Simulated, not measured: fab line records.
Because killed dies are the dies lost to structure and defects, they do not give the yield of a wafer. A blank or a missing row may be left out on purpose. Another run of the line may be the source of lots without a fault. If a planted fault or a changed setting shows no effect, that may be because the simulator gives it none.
fab line records | flow gf180mcu
record lots=13 | wafers=38 | lastDay=34
route steps=602 shown V5@543 TOP_METAL@583 PASSIVATION@597
lots that met no fault: taken from a fault-free run of the same line
startH: hours from the record's first day to the start of the lot's first wafer shown | waitH: how many hours have passed since the lot's step before this one | " as in the row above | L1.1+2: a single row standing in for several wafers | - value missing, or start not given | * or withheld: withheld | < > ~ a bound
route shown NAME@n: NAME is a module with steps in the file, n the number in the route of the first one | usual: mean and standard deviation over wafers with no fault | same: alike in all rows | chamber/n: place in a boat | sites: each site's reading | _std_site: the values' standard deviation | _edge_site: mean of outer sites minus mean of inner sites | radiusMm: for every site, how far away it sits from the centre of the wafer | mask NAME#n: copy n | behind: the tool/chamber that last shaped the wafer | hold: reason for holding the lot/hours on hold/outcome of the hold | device: which transistor (n, p or np) failed to switch | end of line: tests run on the same wafers once the route is complete | for a step that has no rows: nothing shown but its recipe | killed: at the first sort, the dies lost to defects and structure; wafer yield is something else | map: a wafer's dies, marking killed ones x, the rest . and places with no die _
set.NAME: the run value of the setting; set.NAME@STEP: its run value at that earlier step | model.NAME: the simulator's own value behind a step, which no gauge read
a sample of lots followed through the steps of the route, with each step as a table and each wafer as a row
services: the hour from which a tool's chamber was out of use, counted from the record's first day as startH (under 0 if before that day), plus the number of hours and why
## steps
# step GF_V5_THK_MEAS_03
# recipe reads=SiO2_of_V5_CVD_02
# usual V5_CVD_02_THK=1450/21
lot.wafer | tool         | chamber | startH | waitH | V5_CVD_02_THK[nm]
L925.2    | filmMetro-04 | -       | 604.77 | 0.1   | 1436
L925.5    | "            | -       | "      | "     | 1467
L926.3    | filmMetro-04 | -       | 608.49 | 0.1   | 1430
L926.5    | "            | -       | "      | "     | 1452
L926.6    | "            | -       | "      | "     | 1444
L928.1    | filmMetro-02 | -       | 623.53 | 0.1   | 1452
L928.5    | "            | -       | "      | "     | 1498
L928.6    | "            | -       | "      | "     | 1470
L929.2    | filmMetro-04 | -       | 633.44 | 0.1   | 1461
L929.3    | "            | -       | "      | "     | 1434
L929.5    | "            | -       | "      | "     | 1478
L930.2    | filmMetro-04 | -       | 640.68 | 0.1   | 1432
L930.3    | "            | -       | "      | "     | 1460
L930.4    | "            | -       | "      | "     | 1495
L931.2    | filmMetro-04 | -       | 652.17 | 0.1   | 1443
L931.3    | "            | -       | "      | "     | 1446
L931.5    | "            | -       | "      | "     | 1465
L932.4    | filmMetro-02 | -       | 664.80 | 0.0   | 1452
L932.5    | "            | -       | "      | "     | 1452
L932.6    | "            | -       | "      | "     | 1431
L933.2    | filmMetro-02 | -       | 666.22 | 0.1   | 1447
L933.3    | "            | -       | "      | "     | 1445
L933.4    | "            | -       | "      | "     | 1456
L934.2    | filmMetro-02 | -       | 678.03 | 0.1   | 1463
L934.4    | "            | -       | "      | "     | 1446
L934.6    | "            | -       | "      | "     | 1458
L941.2    | filmMetro-02 | -       | 720.02 | 0.1   | 1437
L941.3    | "            | -       | "      | "     | 1427
L941.4    | "            | -       | "      | "     | 1446
L942.4    | filmMetro-02 | -       | 726.63 | 0.0   | 1445
L942.5    | "            | -       | "      | "     | 1460
L942.6    | "            | -       | "      | "     | 1438
L945.3    | filmMetro-04 | -       | 746.11 | 0.1   | 1432
L945.4    | "            | -       | "      | "     | 1447
L945.6    | "            | -       | "      | "     | 1454
L948.1    | filmMetro-03 | -       | 767.04 | 0.1   | 1429
L948.3    | "            | -       | "      | "     | 1431
L948.5    | "            | -       | "      | "     | 1458
# step GF_V5_ETCH_17
# recipe chemistry=C4F8/O2/Ar | maskMaterial=KrF | target=SiO2 | stopOn=TiN | sourceW=1500 | biasW=1200 | pressureMtorr=40 | c4f8FlowSccm=withheld | O2_flow_sccm=6 | Ar_flow_sccm=300 | timeS=withheld | targetDepthA=8550
# usual oesProductAu=0.859/0.0042
lot.wafer | tool       | chamber | startH | waitH | oesProductAu
L925.2    | rieDiel-03 | 2       | -      | -     | 0.859
L925.5    | "          | 0       | "      | "     | 0.858
L926.3    | rieDiel-01 | 0       | -      | -     | 0.851
L926.5    | "          | 3       | "      | "     | 0.858
L926.6    | "          | 2       | "      | "     | 0.860
L928.1    | rieDiel-01 | 1       | -      | -     | 0.862
L928.5    | "          | 2       | "      | "     | 0.858
L928.6    | "          | 1       | "      | "     | 0.866
L929.2    | rieDiel-01 | 1       | -      | -     | 0.855
L929.3    | "          | 2       | "      | "     | 0.863
L929.5    | "          | 1       | "      | "     | 0.852
L930.2    | rieDiel-01 | 0       | -      | -     | 0.862
L930.3    | "          | 2       | "      | "     | 0.859
L930.4    | "          | 0       | "      | "     | 0.864
L931.2    | rieDiel-04 | 0       | -      | -     | 0.856
L931.3    | "          | 1       | "      | "     | 0.862
L931.5    | "          | 2       | "      | "     | 0.859
L932.4    | rieDiel-01 | 1       | -      | -     | 0.855
L932.5    | "          | 1       | "      | "     | 0.864
L932.6    | "          | 2       | "      | "     | 0.860
L933.2    | rieDiel-03 | 3       | -      | -     | 0.861
L933.3    | "          | 2       | "      | "     | 0.856
L933.4    | "          | 3       | "      | "     | 0.862
L934.2    | rieDiel-01 | 1       | -      | -     | 0.858
L934.4    | "          | 3       | "      | "     | 0.856
L934.6    | "          | 0       | "      | "     | 0.862
L941.2    | rieDiel-03 | 3       | -      | -     | 0.851
L941.3    | "          | 2       | "      | "     | 0.857
L941.4    | "          | 2       | "      | "     | 0.858
L942.4    | rieDiel-01 | 1       | -      | -     | 0.864
L942.5    | "          | 1       | "      | "     | 0.854
L942.6    | "          | 0       | "      | "     | 0.862
L945.3    | rieDiel-04 | 0       | -      | -     | 0.858
L945.4    | "          | 2       | "      | "     | 0.859
L945.6    | "          | 1       | "      | "     | 0.857
L948.1    | rieDiel-01 | 2       | -      | -     | 0.855
L948.3    | "          | 1       | "      | "     | 0.864
L948.5    | "          | 2       | "      | "     | 0.856
# step GF_TOP_METAL_METAL_ETCH_16
# recipe chemistry=Cl2/BCl3 | maskMaterial=NOVOLAK | targetDepthNm=1197 | stopOn=SiO2 | pressureMtorr=8 | icpW=800 | biasW=140 | Cl2_flow_sccm=80 | bcl3FlowSccm=40 | timeS=199.5
# usual drypumpMotorCurrentA=5.6/0.68 | oesProductAu=0.989/0.0056 | throttleValvePct=28.231/0.011
# same timeS=199.5
lot.wafer | tool        | chamber | startH | waitH | drypumpMotorCurrentA | oesProductAu | rfHoursCounterH | throttleValvePct
L925.2    | rieMetal-04 | 0       | 646.40 | 0.0   | 6.0                  | 0.984        | 5               | 28.246
L925.5    | "           | 1       | "      | "     | 6.0                  | 0.979        | -               | 28.223
L926.3    | rieMetal-04 | 1       | 649.90 | 0.1   | 5.9                  | 0.993        | -               | 28.240
L926.5    | "           | 0       | "      | "     | 6.0                  | 0.985        | -               | 28.236
L926.6    | "           | 1       | "      | "     | 5.9                  | 0.981        | -               | 28.244
L928.1    | rieMetal-03 | 1       | 665.96 | 0.0   | 6.5                  | 0.987        | 3               | 28.224
L928.5    | "           | 0       | "      | "     | 6.0                  | 0.982        | -               | 28.239
L928.6    | "           | 1       | "      | "     | 6.5                  | 0.997        | -               | 28.231
L929.2    | rieMetal-01 | 1       | 673.95 | 0.0   | 4.7                  | 0.991        | 14              | 28.217
L929.3    | "           | 0       | "      | "     | 5.0                  | 0.987        | -               | 28.231
L929.5    | "           | 0       | "      | "     | 5.0                  | 0.980        | -               | 28.252
L930.2    | rieMetal-01 | 1       | 681.40 | 0.0   | 4.6                  | 0.986        | 14              | 28.233
L930.3    | "           | 0       | "      | "     | 5.0                  | 0.987        | -               | 28.230
L930.4    | "           | 1       | "      | "     | 4.7                  | 0.983        | -               | 28.218
L931.2    | rieMetal-03 | 1       | 692.40 | 0.0   | 6.6                  | 0.999        | 4               | 28.232
L931.3    | "           | 1       | "      | "     | 6.6                  | 0.993        | -               | 28.224
L931.5    | "           | 0       | "      | "     | 5.9                  | 0.988        | -               | 28.238
L932.4    | rieMetal-03 | 1       | 704.92 | 0.1   | 6.5                  | 0.994        | -               | 28.212
L932.5    | "           | 1       | "      | "     | 6.5                  | 0.993        | -               | 28.238
L932.6    | "           | 0       | "      | "     | 6.0                  | 0.978        | -               | 28.234
L933.2    | rieMetal-01 | 1       | 705.85 | 0.0   | 4.7                  | 0.988        | 15              | 28.224
L933.3    | "           | 0       | "      | "     | 5.0                  | 0.991        | -               | 28.222
L933.4    | "           | 1       | "      | "     | 4.7                  | 0.991        | -               | 28.236
L934.2    | rieMetal-03 | 0       | 716.60 | 0.0   | 6.0                  | 0.990        | 7               | 28.232
L934.4    | "           | 1       | "      | "     | 6.5                  | 0.993        | -               | 28.209
L934.6    | "           | 1       | "      | "     | 6.6                  | 0.990        | -               | 28.231
L941.2    | rieMetal-01 | 0       | 756.04 | 0.0   | 5.1                  | 0.986        | 8               | 28.227
L941.3    | "           | 1       | "      | "     | 4.7                  | 0.997        | -               | 28.243
L941.4    | "           | 0       | "      | "     | 5.1                  | 0.991        | -               | 28.247
L942.4    | rieMetal-03 | 0       | 762.70 | 0.1   | 6.0                  | 0.987        | -               | 28.230
L942.5    | "           | 1       | "      | "     | 6.5                  | 0.990        | -               | 28.218
L942.6    | "           | 0       | "      | "     | 6.0                  | 0.979        | -               | 28.234
L945.3    | rieMetal-01 | 0       | 781.57 | 0.1   | 5.0                  | 0.991        | -               | 28.224
L945.4    | "           | 0       | "      | "     | 5.0                  | 0.998        | -               | 28.224
L945.6    | "           | 0       | "      | "     | 5.0                  | 0.994        | -               | 28.239
L948.1    | rieMetal-01 | 0       | 799.85 | 0.0   | 5.1                  | 0.994        | 11              | 28.218
L948.3    | "           | 1       | "      | "     | 4.7                  | 0.978        | -               | 28.242
L948.5    | "           | 1       | "      | "     | 4.7                  | 0.984        | -               | 28.243
# step GF_PASSIVATION_DEVELOP_10
# recipe developTimeS=60 | devTempC=23
# usual developerTempC=22.98/0.099
lot.wafer | tool          | chamber | startH | waitH | developerTempC
L925.2    | lithoTrack-03 | 0       | 666    | -     | 22.95
L925.5    | "             | 0       | "      | "     | 23.01
L926.3    | lithoTrack-03 | 0       | 669    | -     | 22.95
L926.5    | "             | 0       | "      | "     | 22.94
L926.6    | "             | 0       | "      | "     | 22.76
L928.1    | lithoTrack-02 | 0       | 685    | -     | 22.89
L928.5    | "             | 0       | "      | "     | 22.96
L928.6    | "             | 0       | "      | "     | 23.16
L929.2    | lithoTrack-03 | 0       | 692    | -     | 22.88
L929.3    | "             | 0       | 693    | -     | 22.88
L929.5    | "             | 0       | "      | "     | 23.08
L930.2    | lithoTrack-03 | 0       | 700    | -     | 22.97
L930.3    | "             | 0       | "      | "     | 22.94
L930.4    | "             | 0       | "      | "     | 23.06
L931.2    | lithoTrack-02 | 0       | 711    | -     | 22.87
L931.3    | "             | 0       | "      | "     | 22.98
L931.5    | "             | 0       | "      | "     | 22.83
L932.4    | lithoTrack-03 | 0       | 723    | -     | 22.14
L932.5    | "             | 0       | "      | "     | 22.05
L932.6    | "             | 0       | "      | "     | 22.04
L933.2    | lithoTrack-03 | 0       | 724    | -     | 21.98
L933.3    | "             | 0       | "      | "     | 21.96
L933.4    | "             | 0       | "      | "     | 21.90
L934.2    | lithoTrack-04 | 0       | 734    | -     | 22.96
L934.4    | "             | 0       | "      | "     | 22.91
L934.6    | "             | 0       | "      | "     | 23.02
L941.2    | lithoTrack-04 | 0       | 772    | -     | 22.83
L941.3    | "             | 0       | "      | "     | 23.01
L941.4    | "             | 0       | "      | "     | 22.96
L942.4    | lithoTrack-04 | 0       | 779    | -     | 23.11
L942.5    | "             | 0       | "      | "     | 23.12
L942.6    | "             | 0       | "      | "     | 22.94
L945.3    | lithoTrack-04 | 0       | 797    | -     | 22.91
L945.4    | "             | 0       | "      | "     | 22.99
L945.6    | "             | 0       | "      | "     | 22.97
L948.1    | lithoTrack-04 | 0       | 814    | -     | 23.00
L948.3    | "             | 0       | "      | "     | 22.77
L948.5    | "             | 0       | "      | "     | 23.03
## services
tool        | chamber | startH | hours | kind
rieDiel-03  | 1       | 619.96 | 13.2  | repair
rieDiel-03  | 1       | 635.82 | -     | clean
rieDiel-03  | 1       | 635.82 | 14.9  | scheduledDown
rieDiel-01  | 3       | 640.65 | -     | clean
rieDiel-01  | 3       | 640.65 | 22.2  | scheduledDown
rieDiel-01  | 3       | 640.65 | 22.2  | ventCycle
rieDiel-04  | 3       | 660.99 | 6.9   | repair
rieDiel-01  | 1       | 662.83 | -     | clean
rieDiel-01  | 1       | 662.83 | 18.1  | scheduledDown
rieDiel-01  | 1       | 662.83 | 18.1  | ventCycle
rieDiel-01  | 2       | 666.38 | 5.3   | repair
rieDiel-03  | 0       | 685.30 | 3.3   | repair
rieDiel-04  | -       | 724.07 | 15.6  | pm
rieDiel-01  | -       | 729.12 | 2.8   | pm
rieMetal-03 | -       | 735.98 | 2.8   | pm
rieDiel-03  | 0       | 737.97 | 2.7   | repair
rieDiel-04  | 3       | 749.90 | 7.6   | repair
rieDiel-01  | 0       | 758.97 | 15.1  | repair
rieMetal-01 | 1       | 767.03 | -     | clean
rieMetal-01 | 1       | 767.03 | 16.2  | scheduledDown
rieMetal-01 | 1       | 767.03 | 16.2  | ventCycle
rieDiel-03  | 2       | 780.59 | 16.4  | repair
rieMetal-04 | 0       | 806.84 | 1.4   | repair
rieDiel-04  | 3       | 813.28 | 3.1   | repair
## key
firstSign step=GF_PASSIVATION_DEVELOP_10 | reading=developerTempC | direction=down | sigmas=9.7 | usual=* | struck=*
effect none on later readings
metAt GF_PASSIVATION_DEVELOP_10
struckLots L932,L933
notActingAt GF_V5_THK_MEAS_03,GF_V5_ETCH_17,GF_TOP_METAL_METAL_ETCH_16
onsetBetween 700 723
fault kind=processParameterDrift | tool=lithoTrack-03 | chamber=- | onsetH=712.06 | steps=GF_PASSIVATION_DEVELOP_10 | channel=devTempC | offset=* | shape=step | endH=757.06 | actsIn=* | stated=*
